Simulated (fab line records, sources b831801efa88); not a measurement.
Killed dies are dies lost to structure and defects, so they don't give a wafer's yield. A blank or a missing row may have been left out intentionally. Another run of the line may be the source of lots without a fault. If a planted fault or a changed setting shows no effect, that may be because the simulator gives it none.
A lot that was struck, set against a sound lot -- flow sky130 -- 15 out of 708 route steps
Sound: the wafers L601.2, L601.3, L601.4. Wafers L614.1, L614.2, L614.4 were the ones struck. The cause is given at the end.
At each step with rows: each side's tool, then ch and its chambers, then its first start. Under that, the readings that differ: sound wafers -- struck wafers -- difference of the means -- sigmas: that difference in standard deviations of wafers without a fault.
alike: same words and numbers on both sides, and readings whose means sit less than 2 such deviations apart. not compared: any withheld reading, any reading some wafer has no value for, any bound like >300 that may hide the same value, and any number with overlapping values for which the record gives no deviation.
The two part at a step that has a row with sigmas, a row that says differs or no value, or rows on one side only. Non-overlapping numbers with no deviation appear without sigmas and do not part them. Lack of a reading on every wafer of one side parts them only where that side has two or more wafers.

SKY_SPACER_ETCHBACK_02: etches Si3N4 in CH3F/O2, stops on SiO2, time 46.7 s, target depth 45 nm.
  sound on rie-diel-01 ch 1,2,3, day 24 02:27; struck on rie-diel-01 ch 0,3, day 29 00:07
  alike: O2_flow_sccm, drypump-motor-current-A, oes-product-au, throttle-valve-pct
  not compared: rf-hours-counter-h
then, 8 steps without rows for these wafers: SKY_POLY_CUT_DEHYDRATE_00 (time 60 s); SKY_POLY_CUT_HMDS_01 (prime time 60 s); SKY_POLY_CUT_COAT_02 (resist thk 60 nm); SKY_POLY_CUT_COAT_03 (resist thk 450 nm); SKY_POLY_CUT_SOFTBAKE_04 (time 90 s); SKY_POLY_CUT_EXPOSE_05 (exposes mask NPCM, target cd 270 nm); SKY_POLY_CUT_PEB_06; SKY_POLY_CUT_DEVELOP_07 (develop time 60 s).
SKY_POLY_CUT_CD_MEAS_08 targets a cd of 270 nm.
  sound on cd-sem-02 at day 25 08:01; struck on cd-sem-01 at day 30 04:04
  alike: cd-nm
SKY_POLY_CUT_OVL_MEAS_09:
  sound on overlay-01 at day 25 08:07; struck on overlay-01 at day 30 04:11
reading,sound,struck,difference,sigmas
POLY_CUT_OVL (nm),10 9 12,0 4 -6,-11,-2
SKY_POLY_CUT_ETCH_10: etches BARC in N2/H2, stops on SiO2, time 45.9 s, target depth 60 nm.
  sound on rie-diel-01 ch 0,2,3, day 25 08:09; struck on rie-diel-02 ch 0,1,3, day 30 04:13
  alike: drypump-motor-current-A, oes-product-au, throttle-valve-pct
  not compared: rf-hours-counter-h
SKY_POLY_CUT_ETCH_11: etches Si3N4 in CF4/CH2F2/Ar, stops on poly-Si, time 42.5 s, target depth 60 nm.
  sound on rie-diel-01 ch 0,2,3, day 25 08:11; struck on rie-diel-02 ch 0,1,3, day 30 04:16
reading,sound,struck,difference,sigmas
oes-product-au (a.u.),0.835 0.829 0.828,0.742 0.744 0.747,-0.086,-13
model.POLY_CUT.feature-depth-nm (nm),62.11 61.75 61.62,50.41 49.86 50.75,-11.49,
model.etch.depth-nm (nm),62 61.63 61.51,50.41 49.86 50.75,-11.37,
  alike: ch2f2-flow-sccm, drypump-motor-current-A, throttle-valve-pct
  not compared: rf-hours-counter-h
SKY_POLY_CUT_STRIP_12: strips in O2/N2.
  sound on plasma-asher-02 ch 0,1, day 25 08:14; struck on plasma-asher-02 ch 0,1, day 30 04:18
  alike: drypump-motor-current-A, oes-product-au, strip-time-to-endpoint-s
  not compared: rf-hours-counter-h
-- here the record skips 20 days between the struck wafers' starts before and after, leaving off in module POLY_CUT and picking up in module PAD_OPEN (first step shown: number 708 of the route) --
SKY_PAD_OPEN_PROBE_99:
  only the struck wafers here have rows in the record (prober-01, day 49 20:58); the sound ones have none

## WHERE THEY PART
First at SKY_POLY_CUT_OVL_MEAS_09; last, within this record, at SKY_PAD_OPEN_PROBE_99.

WHY: whatever the simulator had introduced
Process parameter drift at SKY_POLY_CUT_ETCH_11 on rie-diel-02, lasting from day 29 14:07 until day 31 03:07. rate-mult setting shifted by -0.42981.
